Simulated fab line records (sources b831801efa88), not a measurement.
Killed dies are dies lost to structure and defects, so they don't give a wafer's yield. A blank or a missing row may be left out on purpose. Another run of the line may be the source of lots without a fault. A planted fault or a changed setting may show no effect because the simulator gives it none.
Shared-tool check    flow sky130    15 lots and 45 wafers in the sample

THE REASON FOR OPENING IT
Of 15 lots, 3 have the reading LDD_N_TW flagged at SKY_LDD_N_TW_MEAS_17. No-fault wafers: 2598, standard deviation 27.
Rule: a lot is flagged in two cases, either no wafer of it has a number, or all its wafers with numbers fall more than 4 standard deviations from that mean. All remaining lots are regarded as sound.

lot   measured      on            LDD_N_TW, wafer by wafer  flag
L101  day 17 14:38  filmMetro-04  2598 2592 2592            
L103  day 18 17:18  filmMetro-04  2590 2587 2593            
L104  day 18 22:54  filmMetro-04  2613 2586 2589            
L105  day 19 09:52  filmMetro-04  2604 2601 2611            
L109  day 20 21:25  filmMetro-02  2653 2662 2640            
L110  day 21 09:06  filmMetro-02  2640 2645 2644            
L112  day 22 00:16  filmMetro-03  2571 2564 2568            
L113  day 22 07:35  filmMetro-03  2596 2565 2574            
L114  day 22 15:14  filmMetro-04  2465 2452 2452            FLAGGED
L115  day 22 23:49  filmMetro-03  2429 2433 2452            FLAGGED
L116  day 23 05:57  filmMetro-04  2435 2445 2428            FLAGGED
L117  day 23 18:41  filmMetro-03  2574 2561 2572            
L121  day 25 02:30  filmMetro-02  2626 2621 2630            
L123  day 25 16:37  filmMetro-03  2590 2598 2584            
L124  day 25 21:02  filmMetro-04  2604 2593 2603            
The mean of the flagged lots' numbers is 2443, -155 from the usual (-6 standard deviations).

WHICH TOOL EACH LOT WENT THROUGH
The record holds 3 process steps before the reading, out of a route of 708 steps. In each cell: the tool, then ch and the chambers that the sampled wafers went through, then the start.
lot   flag     SKY_RES_PROTECT_STRIP_07             SKY_LDD_N_IMPLANT_10             SKY_LDD_N_STRIP_16
L101           plasmaAsher-03 ch 0,1, day 15 01:33  implanter-01 ch 0, day 17 13:38  plasmaAsher-01 ch 0,1, day 17 14:32
L103           plasmaAsher-03 ch 0,1, day 15 21:55  implanter-03 ch 0, day 18 16:19  plasmaAsher-02 ch 0,1, day 18 17:11
L104           plasmaAsher-02 ch 0,1, day 16 05:49  implanter-01 ch 0, day 18 21:54  plasmaAsher-01 ch 0,1, day 18 22:48
L105           plasmaAsher-01 ch 0,1, day 16 16:13  implanter-03 ch 0, day 19 08:52  plasmaAsher-04 ch 0,1, day 19 09:45
L109           plasmaAsher-02 ch 0,1, day 18 01:38  implanter-03 ch 0, day 20 20:27  plasmaAsher-02 ch 0,1, day 20 21:20
L110           plasmaAsher-03 ch 0,1, day 18 13:49  implanter-03 ch 0, day 21 08:06  plasmaAsher-01 ch 1, day 21 09:00
L112           plasmaAsher-03 ch 0,1, day 19 06:12  implanter-01 ch 0, day 21 23:18  plasmaAsher-02 ch 0,1, day 22 00:11
L113           plasmaAsher-03 ch 0,1, day 19 12:58  implanter-01 ch 0, day 22 06:35  plasmaAsher-02 ch 0, day 22 07:29
L114  FLAGGED  plasmaAsher-03 ch 0,1, day 19 20:04  implanter-04, day 22 14:14       plasmaAsher-04 ch 1, day 22 15:08
L115  FLAGGED  plasmaAsher-03 ch 0,1, day 20 05:27  implanter-03, day 22 22:49       plasmaAsher-01 ch 0,1, day 22 23:42
L116  FLAGGED  plasmaAsher-01 ch 0,1, day 20 13:13  implanter-04, day 23 04:57       plasmaAsher-04 ch 0,1, day 23 05:51
L117           plasmaAsher-01 ch 0,1, day 21 01:11  implanter-03 ch 0, day 23 17:41  plasmaAsher-02 ch 0,1, day 23 18:35
L121           plasmaAsher-02 ch 0,1, day 22 10:55  implanter-04 ch 0, day 25 01:30  plasmaAsher-02 ch 0,1, day 25 02:24
L123           plasmaAsher-01 ch 0,1, day 23 01:41  implanter-03 ch 0, day 25 15:37  plasmaAsher-02 ch 0,1, day 25 16:30
L124           plasmaAsher-01 ch 0,1, day 23 04:46  implanter-03 ch 0, day 25 20:02  plasmaAsher-02 ch 0,1, day 25 20:56
These steps, and what they do:
- SKY_RES_PROTECT_STRIP_07: strips in O2/N2.
- SKY_LDD_N_IMPLANT_10
- SKY_LDD_N_STRIP_16: strips in O2/N2.
- SKY_LDD_N_TW_MEAS_17

FLAGGED AGAINST TOTAL, ONE TOOL AT A TIME (gauges that did the reading follow at the end)
step                      tool            lots run  flagged  share of the flagged lots  sound lots run after its first flagged lot
SKY_RES_PROTECT_STRIP_07  plasmaAsher-01  5         1        some                       3 (L117,L123,L124)
SKY_RES_PROTECT_STRIP_07  plasmaAsher-02  3         0        none                       -
SKY_RES_PROTECT_STRIP_07  plasmaAsher-03  7         2        some                       0
SKY_LDD_N_IMPLANT_10      implanter-01    4         0        none                       -
SKY_LDD_N_IMPLANT_10      implanter-03    8         1        some                       3 (L117,L123,L124)
SKY_LDD_N_IMPLANT_10      implanter-04    3         2        some                       1 (L121)
SKY_LDD_N_STRIP_16        plasmaAsher-01  4         1        some                       0
SKY_LDD_N_STRIP_16        plasmaAsher-02  8         0        none                       -
SKY_LDD_N_STRIP_16        plasmaAsher-04  3         2        some                       0
SKY_LDD_N_TW_MEAS_17      filmMetro-02    3         0        none                       -
SKY_LDD_N_TW_MEAS_17      filmMetro-03    5         1        some                       2 (L117,L123)
SKY_LDD_N_TW_MEAS_17      filmMetro-04    7         2        some                       1 (L124)

WHAT THE TABLE PERMITS
No row of the table ran every flagged lot.

WHAT THE SIMULATOR HAD PUT IN
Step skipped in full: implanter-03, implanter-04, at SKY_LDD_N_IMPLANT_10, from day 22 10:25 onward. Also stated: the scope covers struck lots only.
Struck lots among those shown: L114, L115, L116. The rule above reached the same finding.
